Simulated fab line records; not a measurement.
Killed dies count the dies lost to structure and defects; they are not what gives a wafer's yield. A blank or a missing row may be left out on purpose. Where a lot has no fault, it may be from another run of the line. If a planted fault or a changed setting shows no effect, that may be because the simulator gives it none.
Which tool was responsible? ; flow gf180mcu ; 14 lots with 42 wafers sampled at 2 steps, on a route of 602 steps

WHAT EACH GAUGE READ, for each wafer
No reading from a measuring or inspecting step in the record can be judged against a usual standard deviation.

EACH LOT AND THE TOOL THAT RAN IT (in order: tool; ch and the chambers of the sampled wafers; start)
lot;GF_STI_ETCH_14;GF_STI_STRIP_15
L849;rie si-02 ch 0,3, day 2 08:02;plasma asher-02 ch 0,1, day 2 08:09
L850;rie si-02 ch 1,2, day 2 11:31;plasma asher-01 ch 0,1, day 2 11:35
L851;rie si-01 ch 0,1,2, day 2 20:01;plasma asher-02 ch 0, day 2 20:05
L855;rie si-01 ch 0,1,3, day 3 13:20;plasma asher-03 ch 0,1, day 3 13:24
L856;rie si-01 ch 2,3, day 3 19:16;plasma asher-01 ch 1, day 3 19:20
L857;rie si-01 ch 0,3, day 4 00:28;plasma asher-02 ch 0,1, day 4 00:32
L858;rie si-01 ch 0,1,3, day 4 04:35;plasma asher-01 ch 1, day 4 04:40
L859;rie si-01 ch 1,2,3, day 4 09:54;plasma asher-03 ch 0,1, day 4 09:58
L860;rie si-02 ch 1,2,3, day 4 15:37;plasma asher-03 ch 0,1, day 4 15:41
L861;rie si-01 ch 0,1, day 4 22:19;plasma asher-03 ch 0,1, day 4 22:23
L863;rie si-01 ch 0,1,3, day 5 06:48;plasma asher-01 ch 0,1, day 5 06:52
L865;rie si-01 ch 2,3, day 5 18:12;plasma asher-03 ch 1, day 5 18:16
L869;rie si-02 ch 0,2,3, day 6 13:25;plasma asher-01 ch 0,1, day 6 13:29
L870;rie si-02 ch 1,2,3, day 6 18:47;plasma asher-01 ch 0,1, day 6 18:52
- GF_STI_ETCH_14: etches Si in HBr/Cl2/O2, target depth 360 nm, time 102.9 s.
- GF_STI_STRIP_15: strips in O2/N2.

WHAT THE TOOLS THEMSELVES READ (means of the sampled wafers that have a number; where no wafer has one, the mark that the record gives instead)
GF_STI_ETCH_14.
lot;tool;drypump motor current A (A);oes product au (a.u.);run length s (s);throttle valve pct (%)
L849;rie si-02;6.2;1.010;131.0;25.648
L850;rie si-02;5.8;0.997;131.1;25.654
L851;rie si-01;5.2;1.013;131.0;25.654
L855;rie si-01;5.2;1.007;130.9;25.651
L856;rie si-01;4.9;1.009;131.2;25.654
L857;rie si-01;5.1;1.021;131.2;25.631
L858;rie si-01;5.3;1.001;131.0;25.656
L859;rie si-01;5.1;1.001;131.2;25.657
L860;rie si-02;5.8;1.009;131.2;25.644
L861;rie si-01;5.3;1.003;131.0;25.656
L863;rie si-01;5.3;1.009;131.0;25.656
L865;rie si-01;4.9;1.006;131.3;25.657
L869;rie si-02;6.1;1.012;77.5;25.649
L870;rie si-02;5.8;1.013;77.7;25.637

GF_STI_STRIP_15.
lot;tool;drypump motor current A (A);heater power w (W);oes product au (a.u.);platen temp c (C);strip time to endpoint s (s)
L849;plasma asher-02;6.3;397;0.380;249.89;3.77
L850;plasma asher-01;5.8;367;0.388;249.88;3.80
L851;plasma asher-02;6.3;348;0.387;250.11;3.82
L855;plasma asher-03;5.8;394;0.390;250.14;3.76
L856;plasma asher-01;6.0;329;0.385;250.27;3.78
L857;plasma asher-02;6.2;430;0.383;250.07;3.71
L858;plasma asher-01;6.1;329;0.388;250.20;3.70
L859;plasma asher-03;6.0;349;0.381;250.25;3.77
L860;plasma asher-03;5.8;395;0.382;250.08;3.78
L861;plasma asher-03;6.0;356;0.382;249.93;3.75
L863;plasma asher-01;5.8;366;0.387;250.06;3.76
L865;plasma asher-03;6.3;309;0.391;250.04;3.77
L869;plasma asher-01;5.8;363;0.418;250.03;4.44
L870;plasma asher-01;5.9;347;0.410;249.91;4.42

THE ANSWER, worked out from the rows above alone
Rule: what is usual is taken from the lots themselves. The widest of any qualifying gaps counts: lots, ordered by their means at a reading, are off when they make up no more than a third of the lots, leave a main group of 4 or more, and stand apart from it by 3 or more times the standard deviation of that group's means. If all means in a main group match to the digits the tables above print for the reading, that group is not used. A lot without any number at a reading at which 4 lots or more have one is off too. Where the step has rows for the other lots, those lots are counted as sound. Order of review: gauges by route order, followed by the tools' own readings, for which a lot's mean as printed above is used. The first step at which some lot is off is used, and at that step the reading that is off furthest; a lot without a number counts as furthest.
Off: L869, L870, at GF_STI_ETCH_14 (run length s). Mean 131.1 s and standard deviation 0.12 in the main group.
A tool fits if, at that step or a process step before it, it ran every lot that is off, and no sound lot after the first of them. One candidate fits, namely rie si-02 at GF_STI_ETCH_14. Its last sound lot is L860 (day 4 15:37), its first lot that is off L869 (day 6 13:25): a fault that began between those two fits.
The tool's own readings at GF_STI_ETCH_14 bear it out: on the lots that are off they differ by more than 5 times the standard deviation of the sound lots' means. run length s reads 77.6 s there against 131.1 s on the sound lots.

WHAT THE SIMULATOR HAD INSERTED
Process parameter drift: rie si-02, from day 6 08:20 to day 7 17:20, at GF_STI_ETCH_14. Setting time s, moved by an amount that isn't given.
Lots struck among those shown: L869, L870. The rule above reached the same finding.
